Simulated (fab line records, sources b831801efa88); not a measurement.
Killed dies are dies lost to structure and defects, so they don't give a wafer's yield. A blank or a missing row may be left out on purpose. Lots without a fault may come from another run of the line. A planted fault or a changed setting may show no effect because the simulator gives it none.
Which tool did it? | flow gf180mcu | 12 lots, 36 wafers sampled, at 5 steps of a route of 602

WHAT THE GAUGES READ, wafer by wafer
GF_V1_BOW_MEAS_05.
lot  | measured     | on            | V1_BOW (um)
L436 | day 18 23:44 | film_metro-04 | 96 99 83
L437 | day 19 00:55 | film_metro-03 | 79 80 80
L438 | day 19 07:40 | film_metro-01 | 72 88 87
L439 | day 20 04:18 | film_metro-03 | 80 78 75
L441 | day 20 10:42 | film_metro-01 | 74 79 94
L442 | day 20 19:53 | film_metro-04 | 62 70 86
L447 | day 22 20:43 | film_metro-01 | 84 86 85
L448 | day 23 04:59 | film_metro-04 | 80 75 82
L451 | day 24 05:10 | film_metro-03 | 66 81 69
L452 | day 24 15:56 | film_metro-04 | 78 82 81
L454 | day 25 02:46 | film_metro-03 | 67 79 74
L455 | day 25 11:15 | film_metro-03 | 86 65 84

GF_M2_THK_MEAS_06: measures by xrf.
lot  | measured     | on            | M2_ALCU_THK (nm)
L436 | day 20 02:49 | film_metro-03 | 445 447 452
L437 | day 20 03:31 | film_metro-03 | 443 443 442
L438 | day 20 10:07 | film_metro-01 | 441 446 455
L439 | day 21 06:31 | film_metro-01 | 448 451 455
L441 | day 21 13:05 | film_metro-03 | 441 440 439
L442 | day 21 21:59 | film_metro-03 | 439 439 435
L447 | day 23 22:14 | film_metro-03 | 403 407 398
L448 | day 24 05:58 | film_metro-03 | 400 402 403
L451 | day 25 04:53 | film_metro-03 | 446 437 446
L452 | day 25 15:35 | film_metro-03 | 440 439 453
L454 | day 26 01:58 | film_metro-03 | 444 448 442
L455 | day 26 10:11 | film_metro-03 | 445 445 442

WHICH TOOL RAN EACH LOT (tool, then ch and the chambers of the sampled wafers, then the start)
lot  | GF_V1_ETCH_16                      | GF_V1_SPUTTER_21             | GF_M2_SPUTTER_04
L436 | rie_diel-03 ch 0,3, day 20 01:07   | pvd_sputter-02, day 20 01:47 | pvd_sputter-03, day 20 02:39
L437 | rie_diel-04 ch 1,2, day 20 01:49   | pvd_sputter-01, day 20 02:29 | pvd_sputter-04, day 20 03:21
L438 | rie_diel-01 ch 1,2,3, day 20 08:23 | pvd_sputter-02, day 20 09:05 | pvd_sputter-04, day 20 09:58
L439 | rie_diel-04 ch 0,1, day 21 04:44   | pvd_sputter-01, day 21 05:29 | pvd_sputter-02, day 21 06:22
L441 | rie_diel-04 ch 1,2, day 21 11:22   | pvd_sputter-01, day 21 12:03 | pvd_sputter-02, day 21 12:55
L442 | rie_diel-04 ch 0,2,3, day 21 20:11 | pvd_sputter-01, day 21 20:56 | pvd_sputter-02, day 21 21:49
L447 | rie_diel-04 ch 0,1,2, day 23 20:32 | pvd_sputter-02, day 23 21:11 | pvd_sputter-04, day 23 22:04
L448 | rie_diel-04 ch 2,3, day 24 04:14   | pvd_sputter-02, day 24 04:54 | pvd_sputter-04, day 24 05:47
L451 | rie_diel-04 ch 0,1,3, day 25 03:11 | pvd_sputter-02, day 25 03:51 | pvd_sputter-03, day 25 04:43
L452 | rie_diel-03 ch 0,1,2, day 25 13:53 | pvd_sputter-02, day 25 14:33 | pvd_sputter-03, day 25 15:26
L454 | rie_diel-01 ch 1,2,3, day 26 00:13 | pvd_sputter-02, day 26 00:55 | pvd_sputter-03, day 26 01:47
L455 | rie_diel-04 ch 0,3, day 26 08:22   | pvd_sputter-03, day 26 09:02 | pvd_sputter-02, day 26 10:01
- GF_V1_ETCH_16: etches BARC in N2/H2.
- GF_V1_SPUTTER_21: material Ti, target thk 15 nm, time 80.02 s.
- GF_M2_SPUTTER_04: material TiN, target thk 50 nm, time 41.7 s.

WHAT THE TOOLS THEMSELVES READ (means of the sampled wafers that have a number; where no wafer has one, the mark that the record gives instead)
GF_V1_ETCH_16.
lot  | tool        | bias_w (W) | drypump_motor_current_A (A) | oes_product_au (a.u.) | throttle_valve_pct (%)
L436 | rie_diel-03 | 100.1      | 5.8                         | 0.857                 | 13.227
L437 | rie_diel-04 | 100.0      | 5.4                         | 0.854                 | 13.217
L438 | rie_diel-01 | 100.0      | 5.7                         | 0.849                 | 13.227
L439 | rie_diel-04 | 100.3      | 5.7                         | 0.852                 | 13.230
L441 | rie_diel-04 | 99.9       | 5.5                         | 0.856                 | 13.225
L442 | rie_diel-04 | 100.3      | 5.5                         | 0.861                 | 13.228
L447 | rie_diel-04 | 100.1      | 5.6                         | 0.853                 | 13.221
L448 | rie_diel-04 | 100.1      | 5.4                         | 0.856                 | 13.213
L451 | rie_diel-04 | 99.9       | 5.4                         | 0.860                 | 13.228
L452 | rie_diel-03 | 99.6       | 5.7                         | 0.848                 | 13.229
L454 | rie_diel-01 | 100.1      | 5.7                         | 0.854                 | 13.222
L455 | rie_diel-04 | 100.0      | 5.6                         | 0.857                 | 13.233

GF_V1_SPUTTER_21.
lot  | tool           | throttle_valve_pct (%)
L436 | pvd_sputter-02 | 29.5
L437 | pvd_sputter-01 | 29.5
L438 | pvd_sputter-02 | 28.8
L439 | pvd_sputter-01 | 29.9
L441 | pvd_sputter-01 | 30.3
L442 | pvd_sputter-01 | 29.5
L447 | pvd_sputter-02 | 29.3
L448 | pvd_sputter-02 | 30.0
L451 | pvd_sputter-02 | 29.2
L452 | pvd_sputter-02 | 29.8
L454 | pvd_sputter-02 | 28.9
L455 | pvd_sputter-03 | 30.2

GF_M2_SPUTTER_04.
lot  | tool           | throttle_valve_pct (%)
L436 | pvd_sputter-03 | 30.6
L437 | pvd_sputter-04 | 30.0
L438 | pvd_sputter-04 | 29.6
L439 | pvd_sputter-02 | 29.6
L441 | pvd_sputter-02 | 28.9
L442 | pvd_sputter-02 | 29.6
L447 | pvd_sputter-04 | 30.1
L448 | pvd_sputter-04 | 30.1
L451 | pvd_sputter-03 | 30.2
L452 | pvd_sputter-03 | 30.6
L454 | pvd_sputter-03 | 31.1
L455 | pvd_sputter-02 | 28.7

THE ANSWER, worked out from the rows above alone
Rule: what is usual is taken from the lots themselves. Put in order of their means at a reading, lots are off if they are a third of the lots or fewer, leave a main group of 4 or more, and stand apart from it by a gap of 3 or more times the standard deviation of the main group's means; of several such gaps the widest counts. A main group whose means are all the same, to the digits that the tables above print for the reading, isn't used. A lot without any number at a reading at which 4 lots or more have one is off too. The other lots that the step has rows for count as sound. The gauges are gone through in route order, then the tools' own readings, and for those a lot's mean is taken as printed above. The first step at which some lot is off is used, and at that step the reading that is off furthest; a lot without a number counts as furthest.
Off: L447, L448, at GF_M2_THK_MEAS_06 (M2_ALCU_THK). The main group: mean 444 nm, standard deviation 3.7.
A tool fits if, at a process step before that reading, it ran every lot that is off, and no sound lot after the first of them. The gauges at GF_M2_THK_MEAS_06 are tried like those tools. One fits: pvd_sputter-04 at GF_M2_SPUTTER_04. Its last sound lot is L438 (day 20 09:58), its first lot that is off L447 (day 23 22:04): a fault that began between those two fits.

WHAT THE SIMULATOR HAD PUT IN
Process parameter drift: pvd_sputter-04, from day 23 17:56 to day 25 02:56, at GF_M2_SPUTTER_04. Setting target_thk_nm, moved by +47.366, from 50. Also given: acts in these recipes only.
Lots struck among those shown: L447, L448. The rule above found the same.
